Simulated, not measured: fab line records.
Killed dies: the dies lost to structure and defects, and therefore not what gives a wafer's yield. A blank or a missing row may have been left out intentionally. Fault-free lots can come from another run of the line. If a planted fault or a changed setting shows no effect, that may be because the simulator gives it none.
What tool caused it? :: flow gf180mcu :: Sampling: 13 lots, 39 wafers, 4 of 602 route steps

## WHAT EACH GAUGE READ, for each wafer
GF_NWELL_TW_MEAS_11.
lot: L965
measured: day 3 08:09
on: film_metro-04
NWELL_TW: 1572 1575 1567

lot: L968
measured: day 3 23:21
on: film_metro-04
NWELL_TW: 1575 1576 1577

lot: L970
measured: day 4 11:34
on: film_metro-02
NWELL_TW: 1566 1555 1551

lot: L971
measured: day 4 15:33
on: film_metro-01
NWELL_TW: 1573 1576 1574

lot: L972
measured: day 4 21:25
on: film_metro-02
NWELL_TW: 1562 1553 1559

lot: L973
measured: day 5 02:31
on: film_metro-02
NWELL_TW: 1569 1558 1565

lot: L974
measured: day 5 08:49
on: film_metro-04
NWELL_TW: 1578 1581 1578

lot: L976
measured: day 5 20:22
on: film_metro-01
NWELL_TW: 1573 1578 1564

lot: L977
measured: day 6 00:48
on: film_metro-02
NWELL_TW: 1553 1563 1551

lot: L978
measured: day 6 04:54
on: film_metro-04
NWELL_TW: 1582 1573 1577

lot: L982
measured: day 7 04:18
on: film_metro-04
NWELL_TW: 1705 1709 1702

lot: L983
measured: day 7 11:17
on: film_metro-02
NWELL_TW: 1706 1705 1695

lot: L984
measured: day 7 14:32
on: film_metro-02
NWELL_TW: 1700 1695 1693

GF_VT_IMPLANT_TW_MEAS_10.
lot: L965
measured: day 5 14:01
on: film_metro-02
VT_IMPLANT_TW: 558 563 560

lot: L968
measured: day 6 08:28
on: film_metro-02
VT_IMPLANT_TW: 559 561 561

lot: L970
measured: day 6 20:49
on: film_metro-02
VT_IMPLANT_TW: 560 560 559

lot: L971
measured: day 7 02:04
on: film_metro-03
VT_IMPLANT_TW: 565 560 564

lot: L972
measured: day 7 08:37
on: film_metro-04
VT_IMPLANT_TW: 562 564 562

lot: L973
measured: day 7 14:07
on: film_metro-03
VT_IMPLANT_TW: 558 563 562

lot: L974
measured: day 7 21:52
on: film_metro-02
VT_IMPLANT_TW: 558 557 558

lot: L976
measured: day 8 11:20
on: film_metro-04
VT_IMPLANT_TW: 560 561 560

lot: L977
measured: day 8 15:49
on: film_metro-03
VT_IMPLANT_TW: 564 566 564

lot: L978
measured: day 8 20:49
on: film_metro-03
VT_IMPLANT_TW: 564 564 564

lot: L982
measured: day 10 00:39
on: film_metro-02
VT_IMPLANT_TW: 558 556 556

lot: L983
measured: day 10 05:38
on: film_metro-04
VT_IMPLANT_TW: 566 566 567

lot: L984
measured: day 10 11:11
on: film_metro-04
VT_IMPLANT_TW: 566 564 563

## WHAT TOOL EACH LOT RAN ON (gives the tool, then ch and the chambers of the sampled wafers, and finally the start)
lot: L965
GF_NWELL_IMPLANT_09: implanter-01 ch 0, day 3 07:55
GF_VT_IMPLANT_STRIP_09: plasma_asher-03 ch 0, day 5 13:55

lot: L968
GF_NWELL_IMPLANT_09: implanter-01 ch 0, day 3 23:07
GF_VT_IMPLANT_STRIP_09: plasma_asher-03 ch 1, day 6 08:22

lot: L970
GF_NWELL_IMPLANT_09: implanter-04 ch 0, day 4 11:19
GF_VT_IMPLANT_STRIP_09: plasma_asher-02 ch 0,1, day 6 20:43

lot: L971
GF_NWELL_IMPLANT_09: implanter-04 ch 0, day 4 15:13
GF_VT_IMPLANT_STRIP_09: plasma_asher-04 ch 0,1, day 7 01:58

lot: L972
GF_NWELL_IMPLANT_09: implanter-04 ch 0, day 4 21:10
GF_VT_IMPLANT_STRIP_09: plasma_asher-02 ch 0,1, day 7 08:31

lot: L973
GF_NWELL_IMPLANT_09: implanter-03 ch 0, day 5 02:16
GF_VT_IMPLANT_STRIP_09: plasma_asher-04 ch 0,1, day 7 14:01

lot: L974
GF_NWELL_IMPLANT_09: implanter-01 ch 0, day 5 08:34
GF_VT_IMPLANT_STRIP_09: plasma_asher-02 ch 0,1, day 7 21:46

lot: L976
GF_NWELL_IMPLANT_09: implanter-03 ch 0, day 5 20:08
GF_VT_IMPLANT_STRIP_09: plasma_asher-04 ch 0,1, day 8 11:14

lot: L977
GF_NWELL_IMPLANT_09: implanter-04 ch 0, day 6 00:34
GF_VT_IMPLANT_STRIP_09: plasma_asher-04 ch 0,1, day 8 15:43

lot: L978
GF_NWELL_IMPLANT_09: implanter-04 ch 0, day 6 04:40
GF_VT_IMPLANT_STRIP_09: plasma_asher-03 ch 1, day 8 20:43

lot: L982
GF_NWELL_IMPLANT_09: implanter-01 ch 0, day 7 04:04
GF_VT_IMPLANT_STRIP_09: plasma_asher-03 ch 0,1, day 10 00:32

lot: L983
GF_NWELL_IMPLANT_09: implanter-04 ch 0, day 7 11:02
GF_VT_IMPLANT_STRIP_09: plasma_asher-03 ch 0,1, day 10 05:32

lot: L984
GF_NWELL_IMPLANT_09: implanter-04 ch 0, day 7 14:17
GF_VT_IMPLANT_STRIP_09: plasma_asher-03 ch 0,1, day 10 11:05
- GF_NWELL_IMPLANT_09
- GF_VT_IMPLANT_STRIP_09: strips in O2/N2.

## AS READ BY THE TOOLS THEMSELVES (means over the sampled wafers that have a number; for cases with no such wafer, the mark the record gives instead)
GF_VT_IMPLANT_STRIP_09.
lot: L965
tool: plasma_asher-03
drypump_motor_current_A (A): 6.4
heater_power_w (W): 290
oes_product_au (a.u.): 0.717
strip_time_to_endpoint_s (s): 12.58

lot: L968
tool: plasma_asher-03
drypump_motor_current_A (A): 6.6
heater_power_w (W): 299
oes_product_au (a.u.): 0.712
strip_time_to_endpoint_s (s): 12.63

lot: L970
tool: plasma_asher-02
drypump_motor_current_A (A): 5.6
heater_power_w (W): 351
oes_product_au (a.u.): 0.716
strip_time_to_endpoint_s (s): 12.58

lot: L971
tool: plasma_asher-04
drypump_motor_current_A (A): 5.9
heater_power_w (W): 330
oes_product_au (a.u.): 0.718
strip_time_to_endpoint_s (s): 12.59

lot: L972
tool: plasma_asher-02
drypump_motor_current_A (A): 5.6
heater_power_w (W): 354
oes_product_au (a.u.): 0.716
strip_time_to_endpoint_s (s): 12.64

lot: L973
tool: plasma_asher-04
drypump_motor_current_A (A): 5.9
heater_power_w (W): 324
oes_product_au (a.u.): 0.713
strip_time_to_endpoint_s (s): 12.63

lot: L974
tool: plasma_asher-02
drypump_motor_current_A (A): 5.6
heater_power_w (W): 354
oes_product_au (a.u.): 0.717
strip_time_to_endpoint_s (s): 12.62

lot: L976
tool: plasma_asher-04
drypump_motor_current_A (A): 5.8
heater_power_w (W): 376
oes_product_au (a.u.): 0.718
strip_time_to_endpoint_s (s): 12.67

lot: L977
tool: plasma_asher-04
drypump_motor_current_A (A): 5.8
heater_power_w (W): 372
oes_product_au (a.u.): 0.717
strip_time_to_endpoint_s (s): 12.60

lot: L978
tool: plasma_asher-03
drypump_motor_current_A (A): 6.6
heater_power_w (W): 298
oes_product_au (a.u.): 0.720
strip_time_to_endpoint_s (s): 12.57

lot: L982
tool: plasma_asher-03
drypump_motor_current_A (A): 6.5
heater_power_w (W): 293
oes_product_au (a.u.): 0.722
strip_time_to_endpoint_s (s): 12.62

lot: L983
tool: plasma_asher-03
drypump_motor_current_A (A): 6.5
heater_power_w (W): 294
oes_product_au (a.u.): 0.715
strip_time_to_endpoint_s (s): 12.62

lot: L984
tool: plasma_asher-03
drypump_motor_current_A (A): 6.5
heater_power_w (W): 290
oes_product_au (a.u.): 0.718
strip_time_to_endpoint_s (s): 12.61

## THE ANSWER, worked out from the rows above alone
Rule: usual is defined by the lots themselves. Put in order of their means at a reading, lots are off if they are a third of the lots or fewer, leave a main group of 4 or more, and stand apart from it by a gap of 3 or more times the standard deviation of the main group's means; of several such gaps the widest counts. A main group whose means are all the same, to the digits that the tables above print for the reading, isn't used. A lot without any number at a reading at which 4 lots or more have one is off too. Where the step has rows for the other lots, those lots are counted as sound. The gauges are gone through in route order, then the tools' own readings, and for those a lot's mean is taken as printed above. The first step at which some lot is off is used, and at that step the reading that is off furthest; a lot without a number counts as furthest.
Off: L982, L983, L984, at GF_NWELL_TW_MEAS_11 (NWELL_TW). The main group: mean 1568, standard deviation 8.5.
A tool fits if, at a process step before that reading, it ran every lot that is off, and no sound lot after the first of them. The gauges at GF_NWELL_TW_MEAS_11 are tried like those tools. Not one of the candidates tried fits.

## WHAT THE SIMULATOR HAD PUT IN
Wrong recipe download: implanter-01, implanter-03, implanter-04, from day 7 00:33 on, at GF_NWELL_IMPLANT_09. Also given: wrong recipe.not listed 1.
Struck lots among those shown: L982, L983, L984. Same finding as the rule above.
